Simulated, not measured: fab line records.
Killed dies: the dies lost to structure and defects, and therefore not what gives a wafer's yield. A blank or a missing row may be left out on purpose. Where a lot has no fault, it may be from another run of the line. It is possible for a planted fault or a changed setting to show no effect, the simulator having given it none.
2 desks looking at one fault    flow gf180mcu    every desk sees just its own numbers, and what lay behind them comes last

TOOL OWNER'S DESK, litho-track-03
The tool's own readings at GF_STI_PEB_10 (peb time 90 s): means of the sampled wafers that have a number, for each lot that ran on this tool. A lot is out of limits, marked OUT, if its mean lies more than 4 standard deviations from the usual mean; the brackets give that distance.
Columns: A = heater-power-total-W at GF_STI_PEB_10, usual 85.70 W; B = plate-temp-C at GF_STI_PEB_10, usual 134.98 C
lot   first seen here  A                        B
L928  day 2 07:32      85.75                    135.18
L938  day 4 09:37      85.73                    134.96
L939  day 4 14:46      76.50 (-99 or more) OUT  123.68 (-71) OUT
L940  day 4 20:07      76.38 (-99 or more) OUT  123.66 (-71) OUT
Finding of this desk: L939, L940 out of limits; the first was L939 at day 4 14:46, on heater-power-total-W at GF_STI_PEB_10. L928, L938: within limits.

FROM THE METROLOGY DESK
Means of the sampled wafers that have a number, per lot and without regard to the tool the lot ran on: this is what the gauges read. A lot is out of limits, marked OUT, if its mean lies more than 4 standard deviations from the usual mean; the brackets give that distance.
Columns: A = cd-nm at GF_STI_CD_MEAS_12, usual 220.0 nm; B = MVSD_OVL at GF_MVSD_OVL_MEAS_07, usual -0.7 nm
lot   first seen here  A                B
L927  day 2 02:32      218.4            -2.3
L928  day 2 07:53      219.5            -1.9
L930  day 2 17:34      220.8            -0.4
L931  day 2 22:39      220.9            -0.3
L932  day 3 04:11      218.5            -3.4
L933  day 3 07:52      219.0            -0.7
L938  day 4 09:58      219.8            -1.2
L939  day 4 15:05      273.1 (+41) OUT  -
L940  day 4 20:28      275.1 (+42) OUT  -
L941  day 5 01:06      217.4            -0.3
L943  day 5 11:21      220.3            2.9
L944  day 5 18:08      219.8            -1.5
L947  day 6 08:12      218.5            -2.0
L950  day 6 23:51      219.0            0.7
Finding of this desk: L939, L940 out of limits; the first was L939 at day 4 15:05, on cd-nm at GF_STI_CD_MEAS_12. L927, L928, L930, L931, L932, L933, L938, L941, L943, L944, L947, L950: within limits.

PUT TOGETHER
At day 4 14:46, on L939, L940, the tool owner's desk was in a position to raise an alarm.
An alarm was possible from the metrology desk at day 4 15:05, on L939, L940.
GF_STI_PEB_10 was run on litho-track-03 by each of the lots named.

WHAT THE SIMULATOR HAD PUT IN
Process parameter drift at GF_STI_PEB_10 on litho-track-03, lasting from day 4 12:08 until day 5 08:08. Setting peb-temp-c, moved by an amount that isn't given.
Lots struck among those shown: L939, L940.
Counting hours from when the fault started, the first reading out of limits came at 3 for the tool owner's desk and at 3 for the metrology desk.
